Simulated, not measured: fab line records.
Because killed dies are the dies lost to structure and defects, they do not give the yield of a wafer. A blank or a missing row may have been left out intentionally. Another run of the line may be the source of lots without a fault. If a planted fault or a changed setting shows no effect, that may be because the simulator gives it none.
Which tool was responsible? :: flow gf180mcu :: 21 wafers from 7 lots sampled at 2 of the route's 602 steps

## WHAT THE GAUGES READ, wafer by wafer
GF_SAB_THK_MEAS_01.
lot: L973
measured: day 16 00:11
on: film-metro-01
SAB_CVD_00_THK (nm): 49.1 50.2 49.9

lot: L976
measured: day 17 01:17
on: film-metro-04
SAB_CVD_00_THK (nm): 49.5 50.7 50.4

lot: L977
measured: day 17 09:41
on: film-metro-02
SAB_CVD_00_THK (nm): 50.0 49.7 50.0

lot: L979
measured: day 18 07:28
on: film-metro-02
SAB_CVD_00_THK (nm): 44.2 44.9 45.9

lot: L987
measured: day 20 21:20
on: film-metro-01
SAB_CVD_00_THK (nm): 48.8 49.5 50.3

lot: L989
measured: day 21 10:20
on: film-metro-04
SAB_CVD_00_THK (nm): 49.9 50.6 50.8

lot: L991
measured: day 22 04:38
on: film-metro-02
SAB_CVD_00_THK (nm): 49.2 50.3 49.7

## WHICH TOOL RAN EACH LOT (tool, then ch and the chambers of the sampled wafers, then the start)
lot: L973
GF_SAB_CVD_00: pecvd-02 ch 0,1, day 16 00:09

lot: L976
GF_SAB_CVD_00: pecvd-04 ch 0,1,2, day 17 01:16

lot: L977
GF_SAB_CVD_00: pecvd-01 ch 0,1,2, day 17 09:40

lot: L979
GF_SAB_CVD_00: pecvd-04 ch 0,1, day 18 07:27

lot: L987
GF_SAB_CVD_00: pecvd-02 ch 0,1, day 20 21:19

lot: L989
GF_SAB_CVD_00: pecvd-01 ch 0,1, day 21 10:17

lot: L991
GF_SAB_CVD_00: pecvd-04 ch 0,1,2, day 22 04:35
- GF_SAB_CVD_00: deposits SiO2 from TEOS, target thk 50 nm, time 4.9302 s.

## THE ANSWER, worked out from the rows above alone
Rule: the usual values come from the lots themselves. The widest of any qualifying gaps counts: lots, ordered by their means at a reading, are off when they make up no more than a third of the lots, leave a main group of 4 or more, and stand apart from it by 3 or more times the standard deviation of that group's means. If all means in a main group match to the digits the tables above print for the reading, that group is not used. A lot without any number at a reading at which 4 lots or more have one is off too. Where the step has rows for the other lots, those lots are counted as sound.
Off: L979, at GF_SAB_THK_MEAS_01 (SAB_CVD_00_THK). The main group: mean 49.9 nm, standard deviation 0.31.
A tool fits if, at a process step before that reading, it ran every lot that is off, and no sound lot after the first of them. The gauges at GF_SAB_THK_MEAS_01 are tried like those tools. No candidate that was tried fits.

## WHAT HAD BEEN PUT IN BY THE SIMULATOR
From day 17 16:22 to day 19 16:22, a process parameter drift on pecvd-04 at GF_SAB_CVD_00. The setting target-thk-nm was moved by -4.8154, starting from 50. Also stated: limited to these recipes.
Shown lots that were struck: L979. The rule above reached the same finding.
